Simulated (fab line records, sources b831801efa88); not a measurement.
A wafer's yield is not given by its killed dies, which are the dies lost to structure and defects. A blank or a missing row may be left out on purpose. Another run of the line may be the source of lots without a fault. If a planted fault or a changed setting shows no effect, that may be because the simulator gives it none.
fab line records | flow sky130
[record] lots = 11 | wafers = 31 | last-day = 50
route steps=708 shown FIELD_ISO@24 RES_PROTECT@214 LI_CONTACT@378 METAL2@494
lots that met no fault: from a run of the same line without faults
start-h: the number of hours between the record's first day and the start of the first shown wafer of the lot | wait-h: hours since the lot's step before | " repeats the value in the row above | L1.1+2: a single row standing in for several wafers | - either no value or no given start | * or withheld: withheld | < > ~ a bound
route shown NAME@n: NAME is a module with steps in the file, n the number in the route of the first one | usual: mean/standard deviation taken from wafers without a fault | same: alike in all rows | chamber/n: place in a boat | sites: per-site readings | _std_site: their standard deviation | _edge_site: inner sites' mean taken away from outer sites' mean | radius-mm: how far each site lies from the wafer's centre | mask NAME#n: copy n | behind: the most recent tool/chamber to have shaped the wafer | hold: what put the lot on hold/how long, in hours/how the hold closed | device: names the non-switching transistor (n, p or np) | end of line: the tests these same wafers got at the end of their route | where a step has no rows: the recipe by itself | killed: dies lost to structure and defects at the first sort, not the wafer's yield | map: the dies of a wafer, with x for killed, . for not killed, _ for no die there
set.NAME: the setting that was run; set.NAME@STEP: the one run at that earlier step | model.NAME: the simulator's own value behind a step, which no gauge read
steps of the route over a sample of lots; a table a step, a row a wafer
services: the hour from which a tool's chamber was out of use, counted from the record's first day as start-h (under 0 if before that day), plus the number of hours and why
[[steps]]
[step SKY_FIELD_ISO_THK_MEAS_23]
[recipe] reads = SiO2_of_FIELD_ISO_OXIDATION_22
[usual] FIELD_ISO_OXIDATION_01_THK = 10.01/0.24
lot.wafer | tool          | chamber | start-h | wait-h | FIELD_ISO_OXIDATION_01_THK[nm]
L539.4    | film-metro-04 | -       | 50.37   | 0.0    | 10.05
L539.6    | "             | -       | "       | "      | 10.07
L541.1    | film-metro-02 | -       | 56.24   | 0.0    | 10.10
L541.3    | "             | -       | "       | "      | 10.05
L541.5    | "             | -       | "       | "      | 9.81
L542.3    | film-metro-04 | -       | 61.47   | 0.0    | 9.82
L542.4    | "             | -       | "       | "      | 9.87
L542.5    | "             | -       | "       | "      | 9.70
L543.2    | film-metro-01 | -       | 69.60   | 0.0    | 9.89
L543.4    | "             | -       | "       | "      | 9.96
L550.4    | film-metro-01 | -       | 102.83  | 0.0    | 10.07
L550.5    | "             | -       | "       | "      | 10.17
L550.6    | "             | -       | "       | "      | 10.09
L551.1    | film-metro-04 | -       | 108.87  | 0.0    | 9.77
L551.2    | "             | -       | "       | "      | 9.86
L551.3    | "             | -       | "       | "      | 9.80
L554.2    | film-metro-01 | -       | 124.87  | 0.0    | 9.55
L554.4    | "             | -       | "       | "      | 9.54
L554.6    | "             | -       | "       | "      | 9.70
L555.2    | film-metro-02 | -       | 129.81  | 0.0    | 9.90
L555.4    | "             | -       | "       | "      | 10.08
L555.6    | "             | -       | "       | "      | 9.96
L556.2    | film-metro-02 | -       | 135.36  | 0.0    | 9.77
L556.3    | "             | -       | "       | "      | 9.88
L556.5    | "             | -       | "       | "      | 10.06
L558.1    | film-metro-01 | -       | 145.97  | 0.0    | 10.08
L558.3    | "             | -       | "       | "      | 9.87
L558.5    | "             | -       | "       | "      | 9.97
L559.1    | film-metro-01 | -       | 150.65  | 0.0    | 9.97
L559.2    | "             | -       | "       | "      | 9.97
L559.6    | "             | -       | "       | "      | 10.04
[step SKY_RES_PROTECT_STRIP_07]
[recipe] chemistry = O2/N2 | power-w = 1400 | pressure-mtorr = 1500 | platen-temp-c = withheld | o2-flow-sccm = 3000 | n2-flow-sccm = 300 | overash-fraction = 0.5
[usual] drypump-motor-current-A = 5.5/0.39 | n2-flow-sccm = 299.9/0.92 | oes-product-au = 0.518/0.0047 | strip-time-to-endpoint-s = 23.28/0.048
lot.wafer | tool            | chamber | start-h | wait-h | drypump-motor-current-A | n2-flow-sccm | oes-product-au | rf-hours-counter-h | strip-time-to-endpoint-s
L541.1    | plasma-asher-03 | 0       | 377.51  | 0.1    | 6.1                     | 298.4        | 0.517          | 28                 | 23.31
L541.3    | "               | 1       | "       | "      | 5.0                     | 298.6        | 0.521          | -                  | 23.24
L541.5    | "               | 0       | "       | "      | 6.1                     | 298.9        | 0.526          | -                  | 23.31
L539.4    | plasma-asher-04 | 0       | 377.67  | 0.1    | 5.4                     | 300.1        | 0.512          | -                  | 23.26
L539.6    | "               | 1       | "       | "      | 5.3                     | 300.5        | 0.515          | -                  | 23.20
L542.3    | plasma-asher-04 | 0       | 386.02  | 0.1    | 5.4                     | 301.2        | 0.526          | -                  | 23.31
L542.4    | "               | 1       | "       | "      | 5.3                     | 300.0        | 0.514          | -                  | 23.37
L542.5    | "               | 1       | "       | "      | 5.3                     | 300.2        | 0.508          | -                  | 23.34
L543.2    | plasma-asher-03 | 1       | 404.39  | 0.1    | 4.9                     | 300.5        | 0.525          | 32                 | 23.24
L543.4    | "               | 1       | "       | "      | 5.0                     | 300.4        | 0.520          | -                  | 23.26
L550.4    | plasma-asher-01 | 0       | 458.42  | 0.1    | 5.9                     | 301.2        | 0.518          | -                  | 23.33
L550.5    | "               | 1       | "       | "      | 5.7                     | 300.9        | 0.518          | -                  | 23.36
L550.6    | "               | 0       | "       | "      | 5.8                     | 300.4        | 0.526          | -                  | 23.32
L551.1    | plasma-asher-04 | 1       | 464.09  | 0.1    | 5.3                     | 299.5        | 0.512          | 3                  | 23.29
L551.2    | "               | 0       | "       | "      | 5.4                     | 300.4        | 0.513          | 3                  | 23.35
L551.3    | "               | 1       | "       | "      | 5.3                     | 299.6        | 0.518          | -                  | 23.30
L554.2    | plasma-asher-03 | 1       | 493.55  | 0.1    | 5.0                     | 299.0        | 0.514          | 40                 | 23.25
L554.4    | "               | 0       | "       | "      | 6.1                     | 298.6        | 0.524          | -                  | 23.33
L554.6    | "               | 1       | "       | "      | 5.0                     | 299.5        | 0.515          | -                  | 23.26
L555.2    | plasma-asher-04 | 1       | 506.80  | 0.1    | 5.3                     | 300.5        | 0.524          | 7                  | 23.20
L555.4    | "               | 1       | "       | "      | 5.3                     | 301.5        | 0.524          | -                  | 23.22
L555.6    | "               | 1       | "       | "      | 5.3                     | 300.5        | 0.523          | -                  | 23.23
L556.2    | plasma-asher-04 | 1       | 509.30  | 0.1    | 5.3                     | 299.8        | 0.512          | 8                  | 23.25
L556.3    | "               | 1       | "       | "      | 5.3                     | 299.5        | 0.521          | -                  | 23.29
L556.5    | "               | 1       | "       | "      | 5.3                     | 299.3        | 0.514          | -                  | 23.26
L558.1    | plasma-asher-03 | 0       | 521.39  | 0.1    | 6.1                     | 297.8        | 0.518          | 43                 | 23.19
L558.3    | "               | 1       | "       | "      | 5.0                     | 299.9        | 0.521          | -                  | 23.24
L558.5    | "               | 0       | "       | "      | 6.1                     | 298.0        | 0.516          | -                  | 23.30
L559.1    | plasma-asher-04 | 1       | 531.60  | 0.1    | 5.3                     | 300.3        | 0.520          | 10                 | 23.25
L559.2    | "               | 0       | "       | "      | 5.5                     | 299.9        | 0.517          | 10                 | 23.23
L559.6    | "               | 1       | "       | "      | 5.3                     | 299.5        | 0.516          | -                  | 23.23
[step SKY_LI_CONTACT_STRIP_16]
[recipe] chemistry = O2/N2 | power-w = 1400 | pressure-mtorr = 1500 | platen-temp-c = withheld | o2-flow-sccm = 3000 | n2-flow-sccm = 300 | overash-fraction = 0.5
[usual] drypump-motor-current-A = 5.4/0.53 | n2-flow-sccm = 300.2/0.88 | oes-product-au = 0.375/0.0042 | strip-time-to-endpoint-s = 3.488/0.026
lot.wafer | tool            | chamber | start-h | wait-h | drypump-motor-current-A | n2-flow-sccm | oes-product-au | rf-hours-counter-h | strip-time-to-endpoint-s
L541.1    | plasma-asher-03 | 1       | 712.51  | -      | 4.9                     | 300.8        | 0.376          | 62                 | 3.464
L541.3    | "               | 1       | "       | "      | 5.0                     | 300.8        | 0.376          | -                  | 3.472
L541.5    | "               | 1       | "       | "      | 5.0                     | 300.8        | 0.376          | -                  | 3.473
L539.4    | plasma-asher-03 | 1       | 714.59  | -      | 5.0                     | 299.3        | 0.370          | -                  | 3.447
L539.6    | "               | 0       | "       | "      | 6.1                     | 298.5        | 0.372          | -                  | 3.493
L542.3    | plasma-asher-03 | 0       | 718.45  | -      | 6.1                     | 299.2        | 0.372          | -                  | 3.420
L542.4    | "               | 1       | "       | "      | 5.0                     | 300.3        | 0.371          | -                  | 3.430
L542.5    | "               | 0       | "       | "      | 6.1                     | 301.0        | 0.376          | -                  | 3.435
L543.2    | plasma-asher-02 | 0       | 738.24  | -      | 4.8                     | 301.6        | 0.372          | 87                 | 3.440
L543.4    | "               | 1       | "       | "      | 4.8                     | 300.3        | 0.375          | -                  | 3.455
L550.4    | plasma-asher-02 | 0       | 785.87  | -      | 4.8                     | 301.1        | 0.375          | -                  | 3.499
L550.5    | "               | 1       | "       | "      | 4.8                     | 300.1        | 0.363          | -                  | 3.472
L550.6    | "               | 0       | "       | "      | 4.8                     | 299.7        | 0.371          | -                  | 3.485
L551.1    | plasma-asher-02 | 1       | 789.87  | -      | 4.8                     | 299.4        | 0.383          | 92                 | 3.513
L551.2    | "               | 0       | "       | "      | 4.8                     | 298.2        | 0.370          | 92                 | 3.474
L551.3    | "               | 0       | "       | "      | 4.8                     | 299.9        | 0.372          | -                  | 3.474
L554.2    | plasma-asher-01 | 0       | 816.57  | -      | 5.9                     | 301.1        | 0.370          | 7                  | 3.534
L554.4    | "               | 0       | "       | "      | 5.9                     | 302.2        | 0.375          | -                  | 3.501
L554.6    | "               | 0       | "       | "      | 5.8                     | 298.9        | 0.372          | -                  | 3.485
L555.2    | plasma-asher-02 | 0       | 826.27  | -      | 4.8                     | 299.9        | 0.375          | 96                 | 3.509
L555.4    | "               | 0       | "       | "      | 4.8                     | 299.6        | 0.380          | -                  | 3.511
L555.6    | "               | 1       | "       | "      | 4.8                     | 301.4        | 0.380          | -                  | 3.484
L556.2    | plasma-asher-03 | 0       | 828.19  | -      | 6.2                     | 300.2        | 0.383          | 74                 | 3.479
L556.3    | "               | 0       | "       | "      | 6.1                     | 299.5        | 0.370          | -                  | 3.493
L556.5    | "               | 1       | "       | "      | 5.0                     | 300.5        | 0.373          | -                  | 3.490
L558.1    | plasma-asher-01 | 0       | 837.84  | -      | 5.9                     | 299.8        | 0.380          | 10                 | 3.509
L558.3    | "               | 1       | "       | "      | 5.7                     | 300.5        | 0.374          | -                  | 3.491
L558.5    | "               | 0       | "       | "      | 5.9                     | 300.7        | 0.380          | -                  | 3.487
L559.1    | plasma-asher-03 | 0       | 845.02  | -      | 6.1                     | 300.9        | 0.372          | 76                 | 3.466
L559.2    | "               | 1       | "       | "      | 5.0                     | 301.7        | 0.379          | 76                 | 3.520
L559.6    | "               | 0       | "       | "      | 6.1                     | 299.2        | 0.376          | -                  | 3.486
[step SKY_METAL2_SOFTBAKE_11]
[recipe] temp-c = 100 | time-s = 90 | resist = KrF-thick
[usual] exhaust-pa = 45.0/0.91 | plate-temp-C = 100.00/0.15 | resist-line-temp-C = 22.99/0.09 | run-length-s = 119.01/0.26
lot.wafer | tool           | chamber | start-h | wait-h | exhaust-pa | plate-temp-C | resist-line-temp-C | run-length-s
L541.1    | litho-track-01 | 0       | 841     | -      | 45.7       | 100.24       | 23.03              | 118.62
L541.3    | "              | 0       | "       | "      | 44.3       | 100.17       | 23.10              | 118.71
L541.5    | "              | 0       | "       | "      | 44.2       | 100.12       | 22.97              | 118.68
L539.4    | litho-track-01 | 0       | 843     | -      | 46.1       | 99.97        | 22.92              | 122.91
L539.6    | "              | 0       | "       | "      | 44.4       | 100.10       | 23.02              | 118.80
L542.3    | litho-track-01 | 0       | 845     | -      | 45.5       | 99.87        | 23.00              | 118.85
L542.4    | "              | 0       | "       | "      | 43.9       | 100.01       | 22.91              | 123.01
L542.5    | "              | 0       | "       | "      | 45.6       | 99.92        | 22.94              | 118.72
L543.2    | litho-track-01 | 0       | 866     | -      | 44.9       | 99.87        | 23.07              | 118.72
L543.4    | "              | 0       | "       | "      | 44.5       | 99.91        | 23.00              | 122.88
L550.4    | litho-track-02 | 0       | 909     | -      | 44.7       | 100.30       | 23.19              | 119.34
L550.5    | "              | 0       | "       | "      | 45.9       | 100.13       | 23.06              | 119.23
L550.6    | "              | 0       | "       | "      | 44.4       | 100.09       | 23.18              | 119.24
L551.1    | litho-track-03 | 0       | 915     | -      | 45.1       | 100.12       | 22.98              | 118.97
L551.2    | "              | 0       | "       | "      | 44.8       | 100.27       | 23.05              | 119.22
L551.3    | "              | 0       | "       | "      | 45.8       | 100.12       | 22.99              | 118.99
L554.2    | litho-track-01 | 0       | 937     | -      | 46.1       | 99.96        | 22.92              | 118.86
L554.4    | "              | 0       | "       | "      | 44.9       | 100.11       | 22.97              | 118.60
L554.6    | "              | 0       | "       | "      | 44.7       | 100.00       | 23.05              | 118.69
L555.2    | litho-track-03 | 0       | 948     | -      | 44.8       | 100.10       | 22.95              | 119.04
L555.4    | "              | 0       | "       | "      | 44.8       | 99.92        | 23.14              | 119.20
L555.6    | "              | 0       | "       | "      | 45.2       | 99.91        | 22.97              | 118.99
L556.2    | litho-track-02 | 0       | 950     | -      | 45.2       | 100.13       | 23.11              | 119.34
L556.3    | "              | 0       | "       | "      | 44.1       | 100.01       | 23.01              | 119.45
L556.5    | "              | 0       | "       | "      | 44.8       | 99.85        | 22.87              | 119.39
L558.1    | litho-track-03 | 0       | 959     | -      | 44.5       | 100.16       | 23.07              | 119.36
L558.3    | "              | 0       | "       | "      | 44.9       | 100.22       | 23.09              | 119.12
L558.5    | "              | 0       | "       | "      | 45.3       | 100.11       | 23.01              | 119.14
L559.1    | litho-track-01 | 0       | 964     | -      | 45.1       | 100.02       | 22.87              | 118.86
L559.2    | "              | 0       | "       | "      | 44.9       | 99.88        | 22.84              | 118.63
L559.6    | "              | 0       | "       | "      | 45.2       | 100.04       | 22.98              | 118.60
[[services]]
tool            | chamber | start-h | hours | kind
plasma-asher-01 | -       | 362.75  | 33.5  | repair
plasma-asher-04 | -       | 390.04  | 14.6  | pm
plasma-asher-01 | -       | 405.85  | 4.3   | pm
plasma-asher-03 | -       | 416.15  | 2.8   | pm
plasma-asher-04 | -       | 421.25  | 9.0   | pm
plasma-asher-04 | 0       | 421.25  | 9.0   | vent-cycle
plasma-asher-04 | 1       | 421.25  | 9.0   | vent-cycle
plasma-asher-04 | 0       | 430.25  | -     | clean
plasma-asher-04 | 1       | 430.25  | -     | clean
plasma-asher-01 | -       | 440.15  | 0.6   | repair
plasma-asher-04 | -       | 470.01  | 3.1   | repair
litho-track-01  | -       | 470.33  | -     | consumable-replace:filter
plasma-asher-02 | -       | 551.04  | 1.3   | repair
plasma-asher-01 | -       | 590.03  | 6.1   | repair
litho-track-03  | -       | 607.20  | -     | consumable-replace:filter
plasma-asher-03 | -       | 615.88  | 0.7   | repair
plasma-asher-02 | -       | 679.76  | 4.4   | repair
plasma-asher-02 | -       | 698.93  | 2.8   | pm
plasma-asher-01 | -       | 733.79  | 9.0   | pm
plasma-asher-01 | 0       | 733.79  | 9.0   | vent-cycle
plasma-asher-01 | 1       | 733.79  | 9.0   | vent-cycle
plasma-asher-04 | -       | 791.74  | 1.2   | repair
plasma-asher-02 | -       | 809.08  | 1.4   | repair
plasma-asher-04 | -       | 889.64  | 0.5   | repair
[[key]]
[first-sign] step = SKY_METAL2_SOFTBAKE_11 | reading = run-length-s | direction = up | sigmas = 15 | usual = * | struck = *
effect none on later readings
met-at SKY_METAL2_SOFTBAKE_11
struck-lots L539,L542,L543
struck-wafers L539.4,L542.4,L543.4
not-acting-at SKY_FIELD_ISO_THK_MEAS_23,SKY_RES_PROTECT_STRIP_07,SKY_LI_CONTACT_STRIP_16
onset-between 841 843
[fault] kind = process-parameter-drift | tool = litho-track-01 | chamber = - | onset-h = 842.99 | steps = SKY_METAL2_SOFTBAKE_11 | channel = time-s | offset = * | shape = step | end-h = 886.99 | scope = struck-wafers-only | acts-in = * | stated = *
